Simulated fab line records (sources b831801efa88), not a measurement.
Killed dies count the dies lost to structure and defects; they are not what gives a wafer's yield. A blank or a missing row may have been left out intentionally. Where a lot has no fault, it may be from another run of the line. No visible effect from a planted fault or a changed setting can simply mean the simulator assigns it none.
Chamber matching | flow gf180mcu | 4 sister chambers for GF_V2_CMP_04 on cmp-02
The step polishes SiO2. 14 wafers are shown with their chamber, then 6 later ones without.

WAFERS, EACH WITH ITS CHAMBER
wafer  | chamber | motor-current-A (A) | time-to-endpoint-s (s)
L186.2 | 1       | 11.2                | 84
L186.4 | 0       | 15.0                | 91
L186.6 | 3       | 9.7                 | 91
L190.3 | 2       | 10.6                | 82
L190.4 | 3       | 9.4                 | 82
L190.6 | 0       | 14.3                | 84
L197.4 | 2       | 10.8                | 62
L197.5 | 2       | 10.8                | 65
L204.3 | 3       | 9.9                 | 74
L204.4 | 2       | 10.6                | 77
L204.6 | 1       | 11.0                | 79
L205.1 | 1       | 11.8                | 77
L205.2 | 3       | 10.0                | 78
L205.4 | 0       | 14.6                | 81

SIGNATURES (averages over the wafers above)
reading            | chamber 0 | chamber 1 | chamber 2 | chamber 3 | scatter within a chamber
motor-current-A    | 14.633    | 11.333    | 10.700    | 9.750     | 0.29
time-to-endpoint-s | 85.33     | 80.00     | 71.50     | 81.25     | 7.14
Rule: distance of a wafer from a chamber = root of the sum over the readings of ((wafer's reading minus chamber's mean) / reading's scatter) squared. The wafer belongs to the nearest chamber; if the next one is less than 2 further off, it can't be placed. The scatter: the root of (the sum of the squares of (reading less its chamber's mean) over the shown wafers, divided by (wafers less chambers)).

WAFERS WITHOUT THEIR CHAMBER
wafer  | motor-current-A (A) | time-to-endpoint-s (s)
L206.2 | 11.2                | 80
L206.5 | 14.5                | 87
L206.6 | 10.0                | 80
L208.3 | 11.3                | 82
L208.4 | 14.9                | 95
L208.5 | 14.7                | 87

EACH ONE'S CHAMBER
wafer  | from the rows above     | in truth
L206.2 | can't be placed: 1 or 2 | 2
L206.5 | 0                       | 0
L206.6 | can't be placed: 3 or 2 | 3
L208.3 | 1                       | 1
L208.4 | 0                       | 0
L208.5 | 0                       | 0
Correct placement for 4 of the 6. Not placeable from these rows: 2 (in 2, the candidates include the true chamber). Number placed wrongly: 0.
